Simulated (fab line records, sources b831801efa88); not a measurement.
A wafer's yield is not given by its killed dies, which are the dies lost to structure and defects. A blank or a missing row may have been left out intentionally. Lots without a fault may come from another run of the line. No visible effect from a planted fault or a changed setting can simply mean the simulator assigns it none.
fab line records | flow sky130 | part 1 of 2: steps 1 to 28 of 39
record: lots: 5 | wafers: 15 | last_day: 50
route steps=708 shown SONOS_ONO@177 GATE_OXIDE@187 POLY_GATE@204 RES_PROTECT@206
lots untouched by any fault: they come from a run of this same line in which no faults occurred
start_h: start of the lot's first displayed wafer, in hours after the record's first day | wait_h: hours since the lot's step before | " identical to the entry in the row above | L1.1+2: several wafers, shown together as one row | - no value, or no start was given | * or withheld: withheld | < > ~ a bound
route shown NAME@n: NAME is a module with steps in the file, n the number in the route of the first one | usual: mean/standard deviation of fault-free wafers | same: alike in all rows | chamber/n: place in a boat | sites: the reading at each site | _std_site: how widely they spread, as a standard deviation | _edge_site: inner sites' mean taken away from outer sites' mean | radius_mm: for every site, how far away it sits from the centre of the wafer | mask NAME#n: copy n | behind: tool/chamber where the wafer was last shaped | hold: the reason the lot was held/the length of the hold in hours/how it ended | device: transistor that didn't switch, given as n, p or np | end of line: at the end of the route, the tests of the same wafers | a step with no rows: only its recipe | killed: dies that structure and defects cost at the first sort, which is not the same as the wafer's yield | map: shows each die of a wafer: x if killed, . if not, _ if none is there
set.NAME: setting as actually run; set.NAME@STEP: the setting as run at that earlier step | model.NAME: the simulator's own value behind a step, which no gauge read
a table for each step, a row for each wafer; lots at some steps of the route
services: when a tool's chamber went out of use (start_h, in hours from the record's first day, below 0 if earlier), for how many hours, and the reason
== steps ==
step: SKY_SONOS_ONO_SOFTBAKE_09
recipe: temp_c: 90 | time_s: 60 | resist: NOVOLAK
usual: heater_power_total_W: 56.60/0.042
lot.wafer | tool           | chamber | start_h | wait_h | heater_power_total_W
L084.2    | litho_track-02 | 0       | 352.98  | 0.1    | 56.55
L084.4    | "              | 0       | "       | "      | 56.56
L084.6    | "              | 0       | "       | "      | 56.59
L090.2    | litho_track-04 | 0       | 399.14  | 0.1    | 56.49
L090.3    | "              | 0       | "       | "      | 56.57
L090.6    | "              | 0       | "       | "      | 56.58
L094.3    | litho_track-01 | 0       | 427.37  | 0.1    | 56.64
L094.4    | "              | 0       | "       | "      | 56.65
L094.6    | "              | 0       | "       | "      | 56.60
L095.2    | litho_track-04 | 0       | 442.44  | 0.1    | 56.66
L095.3    | "              | 0       | "       | "      | 56.58
L095.4    | "              | 0       | "       | "      | 56.62
L097.1    | litho_track-01 | 0       | 447.62  | 0.1    | 56.62
L097.4    | "              | 0       | "       | "      | 56.65
L097.5    | "              | 0       | "       | "      | 56.56
step: SKY_SONOS_ONO_EXPOSE_10
recipe: mask_id: ONOM | target_cd_nm: 410 | na: 0.6 | source_shape: conventional | sigma_outer: 0.6 | dose_mj: 150
lot.wafer  | tool             | chamber | start_h | wait_h | mask
L084.2+4+6 | iline_stepper-02 | 0       | -       | -      | ONOM#0
L090.2+3+6 | iline_stepper-02 | 0       | -       | -      | ONOM#0
L094.3+4+6 | iline_stepper-01 | 0       | -       | -      | ONOM#0
L095.2+3+4 | iline_stepper-01 | 0       | -       | -      | ONOM#0
L097.1+4+5 | iline_stepper-02 | 0       | -       | -      | ONOM#0
step: SKY_SONOS_ONO_PEB_11
recipe: temp_c: withheld | time_s: * | resist: NOVOLAK
lot.wafer  | tool           | chamber | start_h | wait_h
L084.2+4+6 | litho_track-02 | 0       | -       | -
L090.2+3+6 | litho_track-01 | 0       | -       | -
L094.3+4+6 | litho_track-01 | 0       | -       | -
L095.2+3+4 | litho_track-04 | 0       | -       | -
L097.1+4+5 | litho_track-02 | 0       | -       | -
step: SKY_SONOS_ONO_DEVELOP_12
recipe: develop_time_s: 60 | dev_temp_c: 23
lot.wafer  | tool           | chamber | start_h | wait_h
L084.2+4+6 | litho_track-02 | 0       | 366.23  | 0.1
L090.2+3+6 | litho_track-01 | 0       | 413.39  | 0.1
L094.3+4+6 | litho_track-01 | 0       | 443.47  | 0.1
L095.2+3+4 | litho_track-04 | 0       | 458.09  | 0.1
L097.1+4+5 | litho_track-02 | 0       | 463.11  | 0.1
step: SKY_SONOS_ONO_CD_MEAS_13
recipe: target_cd_nm: 410
usual: cd_nm: 410.0/2.6
lot.wafer | tool      | chamber | start_h | wait_h | cd_nm
L084.2    | cd_sem-02 | -       | 366.38  | 0.1    | 406.4
L084.4    | "         | -       | "       | "      | 406.5
L084.6    | "         | -       | "       | "      | 408.5
L090.2    | cd_sem-02 | -       | 413.54  | 0.1    | 409.3
L090.3    | "         | -       | "       | "      | 407.2
L090.6    | "         | -       | "       | "      | 407.8
L094.3    | cd_sem-02 | -       | 443.61  | 0.1    | 412.2
L094.4    | "         | -       | "       | "      | 413.4
L094.6    | "         | -       | "       | "      | 410.1
L095.2    | cd_sem-02 | -       | 458.23  | 0.1    | 413.6
L095.3    | "         | -       | "       | "      | 412.7
L095.4    | "         | -       | "       | "      | 415.2
L097.1    | cd_sem-01 | -       | 463.26  | 0.1    | 416.9
L097.4    | "         | -       | "       | "      | 414.2
L097.5    | "         | -       | "       | "      | 416.6
step: SKY_SONOS_ONO_OVL_MEAS_14
usual: SONOS_ONO_OVL: 0.1/1.3
lot.wafer | tool       | chamber | start_h | wait_h | SONOS_ONO_OVL[nm]
L084.2    | overlay-01 | -       | 366.48  | 0.1    | -2.7
L084.4    | "          | -       | "       | "      | -2.2
L084.6    | "          | -       | "       | "      | -2.5
L090.2    | overlay-01 | -       | 413.65  | 0.1    | 0.4
L090.3    | "          | -       | "       | "      | -1.4
L090.6    | "          | -       | "       | "      | -0.8
L094.3    | overlay-01 | -       | 443.70  | 0.1    | 1.8
L094.4    | "          | -       | "       | "      | 0.3
L094.6    | "          | -       | "       | "      | -0.4
L095.2    | overlay-02 | -       | 458.34  | 0.1    | 2.7
L095.3    | "          | -       | "       | "      | 3.0
L095.4    | "          | -       | "       | "      | 2.1
L097.1    | overlay-01 | -       | 463.38  | 0.1    | -0.6
L097.4    | "          | -       | "       | "      | -1.4
L097.5    | "          | -       | "       | "      | -0.8
step: SKY_SONOS_ONO_ETCH_15
recipe: target_depth_nm: 19.52 | chemistry: CHF3/O2 | source_w: 600 | bias_w: 200 | pressure_mtorr: 40 | chf3_flow_sccm: 50 | O2_flow_sccm: 5 | time_s: 7.8
usual: drypump_motor_current_A: 5.7/0.38 | oes_product_au: 0.997/0.01 | throttle_valve_pct: 8.824/0.0085
lot.wafer | tool        | chamber | start_h | wait_h | drypump_motor_current_A | oes_product_au | rf_hours_counter_h | throttle_valve_pct
L084.2    | rie_diel-02 | 2       | 366.51  | 0.0    | 5.1                     | 1.002          | 7                  | 8.815
L084.4    | "           | 0       | "       | "      | 5.4                     | 1.001          | 47                 | 8.824
L084.6    | "           | 3       | "       | "      | 5.2                     | 0.999          | -                  | 8.814
L090.2    | rie_diel-01 | 0       | 413.68  | 0.0    | 5.4                     | 1.013          | 4                  | 8.838
L090.3    | "           | 1       | "       | "      | 6.2                     | 0.989          | 14                 | 8.831
L090.6    | "           | 2       | "       | "      | 5.9                     | 1.004          | -                  | 8.844
L094.3    | rie_diel-01 | 2       | 443.72  | 0.0    | 6.0                     | 0.999          | 1                  | 8.837
L094.4    | "           | 1       | "       | "      | 6.2                     | 0.984          | 14                 | 8.831
L094.6    | "           | 1       | "       | "      | 6.2                     | 0.998          | -                  | 8.833
L095.2    | rie_diel-02 | 1       | 458.37  | 0.0    | 6.5                     | 0.990          | 4                  | 8.821
L095.3    | "           | 2       | "       | "      | 5.2                     | 0.992          | 9                  | 8.831
L095.4    | "           | 0       | "       | "      | 5.4                     | 1.015          | -                  | 8.842
L097.1    | rie_diel-01 | 1       | 463.41  | 0.0    | 6.2                     | 0.993          | 14                 | 8.813
L097.4    | "           | 0       | "       | "      | 5.4                     | 1.004          | 5                  | 8.805
L097.5    | "           | 2       | "       | "      | 5.9                     | 1.010          | -                  | 8.828
step: SKY_SONOS_ONO_WET_ETCH_16
recipe: chemistry: dHF | target_depth_nm: 14 | dry: n2_spin | target: SiO2 | dilution: 100:1 | temp_c: 25 | time_s: 280
usual: bath_heat_duty_pct: 6.4/0.93
lot.wafer | tool         | chamber | start_h | wait_h | bath_heat_duty_pct
L084.2    | wet_bench-04 | 3       | 366.53  | 0.0    | 6.7
L084.4    | "            | 3       | "       | "      | 5.6
L084.6    | "            | 3       | "       | "      | 5.9
L090.2    | wet_bench-01 | 1       | 413.70  | 0.0    | 8.0
L090.3    | "            | 1       | "       | "      | 7.9
L090.6    | "            | 1       | "       | "      | 7.5
L094.3    | wet_bench-02 | 1       | 443.75  | 0.0    | 5.0
L094.4    | "            | 1       | "       | "      | 4.9
L094.6    | "            | 1       | "       | "      | 4.9
L095.2    | wet_bench-04 | 0       | 458.39  | 0.0    | 6.1
L095.3    | "            | 0       | "       | "      | 6.2
L095.4    | "            | 0       | "       | "      | 6.0
L097.1    | wet_bench-02 | 2       | 463.43  | 0.0    | 6.9
L097.4    | "            | 2       | "       | "      | 5.8
L097.5    | "            | 2       | "       | "      | 6.3
step: SKY_SONOS_ONO_STRIP_17
recipe: chemistry: O2/N2 | power_w: 1400 | pressure_mtorr: 1500 | platen_temp_c: withheld | o2_flow_sccm: 3000 | n2_flow_sccm: 300 | overash_fraction: 0.5
usual: drypump_motor_current_A: 5.8/0.55 | oes_product_au: 0.710/0.0045 | strip_time_to_endpoint_s: 14.09/0.039
lot.wafer | tool            | chamber | start_h | wait_h | drypump_motor_current_A | oes_product_au | rf_hours_counter_h | strip_time_to_endpoint_s
L084.2    | plasma_asher-01 | 0       | 366.63  | 0.0    | 5.8                     | 0.703          | 70                 | 14.08
L084.4    | "               | 1       | "       | "      | 4.9                     | 0.701          | -                  | 14.07
L084.6    | "               | 0       | "       | "      | 5.8                     | 0.709          | -                  | 14.06
L090.2    | plasma_asher-02 | 0       | 413.78  | 0.0    | 6.7                     | 0.704          | 30                 | 14.09
L090.3    | "               | 0       | "       | "      | 6.7                     | 0.716          | -                  | 14.11
L090.6    | "               | 0       | "       | "      | 6.6                     | 0.704          | -                  | 14.08
L094.3    | plasma_asher-02 | 0       | 443.87  | 0.0    | 6.7                     | 0.707          | -                  | 14.15
L094.4    | "               | 1       | "       | "      | 5.7                     | 0.705          | -                  | 14.12
L094.6    | "               | 1       | "       | "      | 5.7                     | 0.710          | -                  | 14.10
L095.2    | plasma_asher-02 | 1       | 458.49  | 0.0    | 5.7                     | 0.710          | 35                 | 14.07
L095.3    | "               | 1       | "       | "      | 5.7                     | 0.705          | -                  | 14.05
L095.4    | "               | 0       | "       | "      | 6.7                     | 0.705          | -                  | 14.06
L097.1    | plasma_asher-02 | 1       | 463.53  | 0.0    | 5.7                     | 0.715          | 35                 | 14.16
L097.4    | "               | 1       | "       | "      | 5.7                     | 0.714          | -                  | 14.19
L097.5    | "               | 0       | "       | "      | 6.6                     | 0.714          | -                  | 14.16
step: SKY_SONOS_ONO_WET_ETCH_18
recipe: chemistry: H3PO4 | target_depth_nm: 15 | target: Si3N4 | temp_c: 160 | time_s: 172
usual: bath_heat_duty_pct: 27/3.3
lot.wafer | tool         | chamber | start_h | wait_h | bath_heat_duty_pct
L084.2    | wet_bench-04 | 0       | 366.73  | 0.1    | 26
L084.4    | "            | 0       | "       | "      | 27
L084.6    | "            | 0       | "       | "      | 27
L090.2    | wet_bench-02 | 3       | 413.88  | 0.1    | 30
L090.3    | "            | 3       | "       | "      | 32
L090.6    | "            | 3       | "       | "      | 30
L094.3    | wet_bench-04 | 0       | 443.94  | 0.0    | 27
L094.4    | "            | 0       | "       | "      | 27
L094.6    | "            | 0       | "       | "      | 26
L095.2    | wet_bench-02 | 3       | 458.59  | 0.1    | 33
L095.3    | "            | 3       | "       | "      | 31
L095.4    | "            | 3       | "       | "      | 31
L097.1    | wet_bench-04 | 3       | 463.63  | 0.1    | 28
L097.4    | "            | 3       | "       | "      | 26
L097.5    | "            | 3       | "       | "      | 25
step: SKY_GATE_OXIDE_CLEAN_00
recipe: chemistry: SC1/SC2 | mix: 1:4:20 | temp_c: 70 | time_s: 150 | dry: n2_spin
usual: bath_heat_duty_pct: 13.8/1.7
lot.wafer | tool         | chamber | start_h | wait_h | bath_heat_duty_pct
L084.2    | wet_bench-01 | 2       | 366.78  | 0.0    | 11.6
L084.4    | "            | 2       | "       | "      | 11.7
L084.6    | "            | 2       | "       | "      | 10.1
L090.2    | wet_bench-04 | 1       | 413.94  | 0.0    | 12.0
L090.3    | "            | 1       | "       | "      | 12.1
L090.6    | "            | 1       | "       | "      | 11.9
L094.3    | wet_bench-02 | 0       | 444.00  | 0.0    | 16.4
L094.4    | "            | 0       | "       | "      | 18.4
L094.6    | "            | 0       | "       | "      | 15.5
L095.2    | wet_bench-01 | 2       | 458.65  | 0.0    | 11.8
L095.3    | "            | 2       | "       | "      | 12.8
L095.4    | "            | 2       | "       | "      | 11.9
L097.1    | wet_bench-01 | 2       | 463.69  | 0.0    | 11.5
L097.4    | "            | 2       | "       | "      | 11.2
L097.5    | "            | 2       | "       | "      | 11.8
step: SKY_GATE_OXIDE_OXIDATION_01
recipe: temp_c: 900 | ambient: O2 | stabilise_s: 600 | purge_s: 300 | target_thk_a: 102.68 | ox_time_s: 1473
usual: ox_temp_c_max: 905.5/1.3
same: purge_s: 300
lot.wafer | tool       | chamber | start_h | wait_h | ox_temp_c_max
L084.2    | furnace-01 | 0       | 369.49  | 2.7    | 906.6
L084.4    | "          | 0       | "       | "      | 906.4
L084.6    | "          | 0       | "       | "      | 908.1
L090.2    | furnace-01 | 0       | 415.97  | 2.0    | 905.3
L090.3    | "          | 0       | "       | "      | 905.9
L090.6    | "          | 0       | "       | "      | 907.4
L094.3    | furnace-02 | 0       | 444.06  | 0.0    | 905.8
L094.4    | "          | 0       | "       | "      | 904.2
L094.6    | "          | 0       | "       | "      | 904.6
L095.2    | furnace-02 | 0       | 458.73  | 0.0    | 905.7
L095.3    | "          | 0       | "       | "      | 905.8
L095.4    | "          | 0       | "       | "      | 904.0
L097.1    | furnace-02 | 0       | 463.88  | 0.1    | 905.2
L097.4    | "          | 0       | "       | "      | 905.6
L097.5    | "          | 0       | "       | "      | 904.3
step: SKY_GATE_OXIDE_THK_MEAS_02
recipe: reads: SiO2_of_GATE_OXIDE_OXIDATION_01
usual: GATE_OXIDE_OXIDATION_00_THK: 10.27/0.18
lot.wafer | tool          | chamber | start_h | wait_h | GATE_OXIDE_OXIDATION_00_THK[nm]
L084.2    | film_metro-04 | -       | 370.91  | 0.0    | 10.72
L084.4    | "             | -       | "       | "      | 10.52
L084.6    | "             | -       | "       | "      | 10.31
L090.2    | film_metro-03 | -       | 417.39  | 0.0    | 10.63
L090.3    | "             | -       | "       | "      | 10.61
L090.6    | "             | -       | "       | "      | 10.46
L094.3    | film_metro-01 | -       | 445.48  | 0.0    | 10.48
L094.4    | "             | -       | "       | "      | 10.56
L094.6    | "             | -       | "       | "      | 10.51
L095.2    | film_metro-04 | -       | 460.15  | 0.0    | 10.29
L095.3    | "             | -       | "       | "      | 10.03
L095.4    | "             | -       | "       | "      | 10.19
L097.1    | film_metro-04 | -       | 465.29  | 0.0    | 10.17
L097.4    | "             | -       | "       | "      | 9.96
L097.5    | "             | -       | "       | "      | 10.19
step: SKY_GATE_OXIDE_DEHYDRATE_03
recipe: temp_c: 200 | time_s: 60
usual: heater_power_total_W: 160.37/0.11
lot.wafer | tool           | chamber | start_h | wait_h | heater_power_total_W
L084.2    | litho_track-02 | 0       | 384.73  | 13.8   | 160.35
L084.4    | "              | 0       | "       | "      | 160.38
L084.6    | "              | 0       | "       | "      | 160.26
L090.2    | litho_track-02 | 0       | 432.08  | 14.7   | 160.47
L090.3    | "              | 0       | "       | "      | 160.25
L090.6    | "              | 0       | "       | "      | 160.36
L094.3    | litho_track-01 | 0       | 460.32  | 14.8   | 160.62
L094.4    | "              | 0       | "       | "      | 160.47
L094.6    | "              | 0       | "       | "      | 160.16
L095.2    | litho_track-01 | 0       | 474.99  | 14.8   | 160.30
L095.3    | "              | 0       | "       | "      | 160.42
L095.4    | "              | 0       | "       | "      | 160.31
L097.1    | litho_track-03 | 0       | 479.89  | 14.6   | 160.51
L097.4    | "              | 0       | "       | "      | 160.30
L097.5    | "              | 0       | "       | "      | 160.50
step: SKY_GATE_OXIDE_HMDS_04
recipe: prime_time_s: 60 | prime_temp_c: 120
lot.wafer  | tool           | chamber | start_h | wait_h
L084.2+4+6 | litho_track-02 | 0       | 384.88  | 0.1
L090.2+3+6 | litho_track-02 | 0       | 432.23  | 0.1
L094.3+4+6 | litho_track-01 | 0       | 460.47  | 0.1
L095.2+3+4 | litho_track-01 | 0       | 475.14  | 0.1
L097.1+4+5 | litho_track-03 | 0       | 480.04  | 0.1
step: SKY_GATE_OXIDE_COAT_05
recipe: resist: NOVOLAK | spin_rpm: 3000 | resist_thk_nm: 1140
lot.wafer  | tool           | chamber | start_h | wait_h
L084.2+4+6 | litho_track-02 | 0       | 385.03  | 0.1
L090.2+3+6 | litho_track-02 | 0       | 432.38  | 0.1
L094.3+4+6 | litho_track-01 | 0       | 460.62  | 0.1
L095.2+3+4 | litho_track-01 | 0       | 475.29  | 0.1
L097.1+4+5 | litho_track-03 | 0       | 480.19  | 0.1
step: SKY_GATE_OXIDE_SOFTBAKE_06
recipe: temp_c: 90 | time_s: 60 | resist: NOVOLAK
usual: heater_power_total_W: 56.59/0.048
lot.wafer | tool           | chamber | start_h | wait_h | heater_power_total_W
L084.2    | litho_track-02 | 0       | 385.18  | 0.1    | 56.60
L084.4    | "              | 0       | "       | "      | 56.56
L084.6    | "              | 0       | "       | "      | 56.56
L090.2    | litho_track-02 | 0       | 432.53  | 0.1    | 56.50
L090.3    | "              | 0       | "       | "      | 56.63
L090.6    | "              | 0       | "       | "      | 56.60
L094.3    | litho_track-01 | 0       | 460.77  | 0.1    | 56.55
L094.4    | "              | 0       | "       | "      | 56.63
L094.6    | "              | 0       | "       | "      | 56.61
L095.2    | litho_track-01 | 0       | 475.44  | 0.1    | 56.54
L095.3    | "              | 0       | "       | "      | 56.51
L095.4    | "              | 0       | "       | "      | 56.54
L097.1    | litho_track-03 | 0       | 480.34  | 0.1    | 56.65
L097.4    | "              | 0       | "       | "      | 56.55
L097.5    | "              | 0       | "       | "      | 56.56
step: SKY_GATE_OXIDE_EXPOSE_07
recipe: mask_id: LVOM | na: 0.6 | source_shape: conventional | sigma_outer: 0.6 | polarization: unpolarized | target_cd_nm: 600 | dose_mj: 170
lot.wafer  | tool             | chamber | start_h | wait_h | mask
L084.2+4+6 | iline_stepper-02 | 0       | -       | -      | LVOM#0
L090.2+3+6 | iline_stepper-01 | 0       | -       | -      | LVOM#0
L094.3+4+6 | iline_stepper-02 | 0       | -       | -      | LVOM#0
L095.2+3+4 | iline_stepper-01 | 0       | -       | -      | LVOM#0
L097.1+4+5 | iline_stepper-01 | 0       | -       | -      | LVOM#0
step: SKY_GATE_OXIDE_PEB_08
recipe: temp_c: withheld | time_s: * | resist: NOVOLAK
lot.wafer  | tool           | chamber | start_h | wait_h
L084.2+4+6 | litho_track-03 | 0       | -       | -
L090.2+3+6 | litho_track-01 | 0       | -       | -
L094.3+4+6 | litho_track-03 | 0       | -       | -
L095.2+3+4 | litho_track-03 | 0       | -       | -
L097.1+4+5 | litho_track-01 | 0       | -       | -
step: SKY_GATE_OXIDE_DEVELOP_09
recipe: resist: NOVOLAK | developer: TMAH | develop_time_s: 60 | dev_temp_c: 23
lot.wafer  | tool           | chamber | start_h | wait_h
L084.2+4+6 | litho_track-03 | 0       | 398.87  | 0.1
L090.2+3+6 | litho_track-01 | 0       | 447.94  | 0.1
L094.3+4+6 | litho_track-03 | 0       | 476.49  | 0.1
L095.2+3+4 | litho_track-03 | 0       | 491.57  | 0.1
L097.1+4+5 | litho_track-01 | 0       | 495.57  | 0.1
step: SKY_GATE_OXIDE_OVL_MEAS_10
usual: GATE_OXIDE_OVL: 0.6/1.2
lot.wafer | tool       | chamber | start_h | wait_h | GATE_OXIDE_OVL[nm]
L084.2    | overlay-02 | -       | 399.00  | 0.1    | 0.1
L084.4    | "          | -       | "       | "      | 0.3
L084.6    | "          | -       | "       | "      | -0.2
L090.2    | overlay-02 | -       | 448.07  | 0.1    | 1.4
L090.3    | "          | -       | "       | "      | 0.1
L090.6    | "          | -       | "       | "      | 1.6
L094.3    | overlay-02 | -       | 476.60  | 0.1    | -1.3
L094.4    | "          | -       | "       | "      | -0.9
L094.6    | "          | -       | "       | "      | 0.4
L095.2    | overlay-01 | -       | 491.70  | 0.1    | 0.0
L095.3    | "          | -       | "       | "      | 0.5
L095.4    | "          | -       | "       | "      | -0.7
L097.1    | overlay-02 | -       | 495.72  | 0.1    | -1.1
L097.4    | "          | -       | "       | "      | -0.7
L097.5    | "          | -       | "       | "      | -1.0
step: SKY_GATE_OXIDE_IMPLANT_11
recipe: species: B | energy_kev: 10 | dose_cm2: 2.6e+12 | tilt_deg: withheld
usual: end_station_pressure_torr: 4.98e-06/2.5e-07
same: implant_ion_amu: 11
lot.wafer | tool         | chamber | start_h | wait_h | end_station_pressure_torr
L084.2    | implanter-01 | 0       | 399.05  | 0.0    | 4.94e-06
L084.4    | "            | 0       | "       | "      | 4.92e-06
L084.6    | "            | 0       | "       | "      | 5.26e-06
L090.2    | implanter-01 | 0       | 448.13  | 0.0    | 4.69e-06
L090.3    | "            | 0       | "       | "      | 5.42e-06
L090.6    | "            | 0       | "       | "      | 5.51e-06
L094.3    | implanter-02 | 0       | 476.68  | 0.1    | 5.2e-06
L094.4    | "            | 0       | "       | "      | 4.92e-06
L094.6    | "            | 0       | "       | "      | 5.18e-06
L095.2    | implanter-04 | 0       | 491.75  | 0.0    | 4.9e-06
L095.3    | "            | 0       | "       | "      | 4.81e-06
L095.4    | "            | 0       | "       | "      | 5.01e-06
L097.1    | implanter-04 | 0       | 495.75  | 0.0    | 4.86e-06
L097.4    | "            | 0       | "       | "      | 5.24e-06
L097.5    | "            | 0       | "       | "      | 4.71e-06
step: SKY_GATE_OXIDE_WET_ETCH_12
recipe: chemistry: dHF | target_depth_nm: 16.8 | dry: n2_spin | target: SiO2 | dilution: 100:1 | temp_c: 25 | time_s: 336
usual: bath_heat_duty_pct: 6.4/0.91
lot.wafer | tool         | chamber | start_h | wait_h | bath_heat_duty_pct
L084.2    | wet_bench-02 | 3       | 399.18  | 0.1    | 7.0
L084.4    | "            | 3       | "       | "      | 7.8
L084.6    | "            | 3       | "       | "      | 7.5
L090.2    | wet_bench-04 | 1       | 448.25  | 0.1    | 5.9
L090.3    | "            | 1       | "       | "      | 5.8
L090.6    | "            | 1       | "       | "      | 6.0
L094.3    | wet_bench-01 | 0       | 476.78  | 0.1    | 5.0
L094.4    | "            | 0       | "       | "      | 6.5
L094.6    | "            | 0       | "       | "      | 5.8
L095.2    | wet_bench-01 | 1       | 491.88  | 0.1    | 7.6
L095.3    | "            | 1       | "       | "      | 6.8
L095.4    | "            | 1       | "       | "      | 7.4
L097.1    | wet_bench-01 | 2       | 495.90  | 0.1    | 5.8
L097.4    | "            | 2       | "       | "      | 5.2
L097.5    | "            | 2       | "       | "      | 6.6
step: SKY_GATE_OXIDE_STRIP_13
recipe: chemistry: O2/N2 | power_w: 1400 | pressure_mtorr: 1500 | platen_temp_c: withheld | o2_flow_sccm: 3000 | n2_flow_sccm: 300 | overash_fraction: 0.5
usual: drypump_motor_current_A: 5.8/0.51 | oes_product_au: 0.715/0.0048 | strip_time_to_endpoint_s: 14.18/0.042
lot.wafer | tool            | chamber | start_h | wait_h | drypump_motor_current_A | oes_product_au | rf_hours_counter_h | strip_time_to_endpoint_s
L084.2    | plasma_asher-03 | 1       | 399.28  | 0.0    | 5.6                     | 0.714          | 71                 | 14.22
L084.4    | "               | 0       | "       | "      | 6.2                     | 0.715          | -                  | 14.25
L084.6    | "               | 1       | "       | "      | 5.6                     | 0.710          | -                  | 14.21
L090.2    | plasma_asher-04 | 1       | 448.37  | 0.0    | 5.9                     | 0.713          | 61                 | 14.25
L090.3    | "               | 1       | "       | "      | 5.9                     | 0.709          | -                  | 14.20
L090.6    | "               | 0       | "       | "      | 5.0                     | 0.714          | -                  | 14.21
L094.3    | plasma_asher-03 | 1       | 476.92  | 0.0    | 5.5                     | 0.724          | -                  | 14.22
L094.4    | "               | 0       | "       | "      | 6.2                     | 0.715          | -                  | 14.21
L094.6    | "               | 0       | "       | "      | 6.2                     | 0.718          | -                  | 14.22
L095.2    | plasma_asher-02 | 1       | 491.99  | 0.0    | 5.7                     | 0.721          | 38                 | 14.21
L095.3    | "               | 0       | "       | "      | 6.7                     | 0.716          | -                  | 14.20
L095.4    | "               | 1       | "       | "      | 5.7                     | 0.712          | -                  | 14.21
L097.1    | plasma_asher-04 | 1       | 496.02  | 0.0    | 5.9                     | 0.716          | 65                 | 14.23
L097.4    | "               | 1       | "       | "      | 5.9                     | 0.716          | -                  | 14.21
L097.5    | "               | 0       | "       | "      | 5.0                     | 0.726          | -                  | 14.20
step: SKY_GATE_OXIDE_TW_MEAS_14
usual: GATE_OXIDE_TW: 221.7/2.8
lot.wafer | tool          | chamber | start_h | wait_h | GATE_OXIDE_TW
L084.2    | film_metro-01 | -       | 399.39  | 0.1    | 225.2
L084.4    | "             | -       | "       | "      | 226.3
L084.6    | "             | -       | "       | "      | 225.6
L090.2    | film_metro-03 | -       | 448.48  | 0.1    | 221.3
L090.3    | "             | -       | "       | "      | 221.4
L090.6    | "             | -       | "       | "      | 224.1
L094.3    | film_metro-01 | -       | 477.01  | 0.1    | 226.5
L094.4    | "             | -       | "       | "      | 228.0
L094.6    | "             | -       | "       | "      | 227.7
L095.2    | film_metro-01 | -       | 492.10  | 0.1    | 224.4
L095.3    | "             | -       | "       | "      | 225.4
L095.4    | "             | -       | "       | "      | 224.4
L097.1    | film_metro-03 | -       | 496.12  | 0.1    | 220.9
L097.4    | "             | -       | "       | "      | 220.3
L097.5    | "             | -       | "       | "      | 222.0
step: SKY_GATE_OXIDE_CLEAN_15
recipe: chemistry: SC1/SC2 | mix: 1:4:20 | temp_c: 70 | time_s: 150 | dry: n2_spin
usual: bath_heat_duty_pct: 13.3/1.9
lot.wafer | tool         | chamber | start_h | wait_h | bath_heat_duty_pct
L084.2    | wet_bench-01 | 1       | 399.44  | 0.0    | 14.9
L084.4    | "            | 1       | "       | "      | 15.3
L084.6    | "            | 1       | "       | "      | 15.8
L090.2    | wet_bench-02 | 1       | 448.53  | 0.0    | 10.7
L090.3    | "            | 1       | "       | "      | 10.7
L090.6    | "            | 1       | "       | "      | 12.7
L094.3    | wet_bench-02 | 1       | 477.05  | 0.0    | 11.6
L094.4    | "            | 1       | "       | "      | 11.1
L094.6    | "            | 1       | "       | "      | 11.7
L095.2    | wet_bench-04 | 2       | 492.15  | 0.0    | 15.1
L095.3    | "            | 2       | "       | "      | 15.8
L095.4    | "            | 2       | "       | "      | 15.1
L097.1    | wet_bench-02 | 1       | 496.18  | 0.1    | 10.6
L097.4    | "            | 1       | "       | "      | 12.4
L097.5    | "            | 1       | "       | "      | 11.4
step: SKY_GATE_OXIDE_OXIDATION_16
recipe: temp_c: 800 | ambient: O2 | idle_temp_c: 700 | ramp_up_c_per_min: 10 | ramp_down_c_per_min: 3 | stabilise_s: 600 | purge_s: 300 | target_thk_a: 35.7 | ox_time_s: 1915
usual: ox_temp_c_max: 804.8/1.1
same: purge_s: 300
lot.wafer | tool       | chamber | start_h | wait_h | ox_temp_c_max
L084.2    | furnace-02 | 0       | 402.19  | 2.7    | 804.0
L084.4    | "          | 0       | "       | "      | 804.8
L084.6    | "          | 0       | "       | "      | 804.4
L090.2    | furnace-01 | 0       | 448.58  | 0.0    | 805.0
L090.3    | "          | 0       | "       | "      | 804.6
L090.6    | "          | 0       | "       | "      | 805.2
L094.3    | furnace-02 | 0       | 477.91  | 0.8    | 804.8
L094.4    | "          | 0       | "       | "      | 804.3
L094.6    | "          | 0       | "       | "      | 803.7
L095.2    | furnace-01 | 0       | 492.20  | 0.0    | 805.0
L095.3    | "          | 0       | "       | "      | 805.7
L095.4    | "          | 0       | "       | "      | 807.7
L097.1    | furnace-01 | 0       | 496.54  | 0.3    | 804.0
L097.4    | "          | 0       | "       | "      | 804.6
L097.5    | "          | 0       | "       | "      | 806.9
step: SKY_POLY_GATE_CVD_00
recipe: material: poly-Si | target_thk_nm: 180 | temp_c: 620 | time_s: 720 | pressure_mtorr: 200
lot.wafer  | tool     | chamber | start_h | wait_h
L084.2+4+6 | lpcvd-01 | 1       | 403.72  | 0.0
L090.2+3+6 | lpcvd-01 | 0       | 450.11  | 0.0
L094.3+4+6 | lpcvd-01 | 0       | 479.44  | 0.0
L095.2+3+4 | lpcvd-01 | 1       | 494.90  | 1.2
L097.1+4+5 | lpcvd-01 | 1       | 498.08  | 0.0
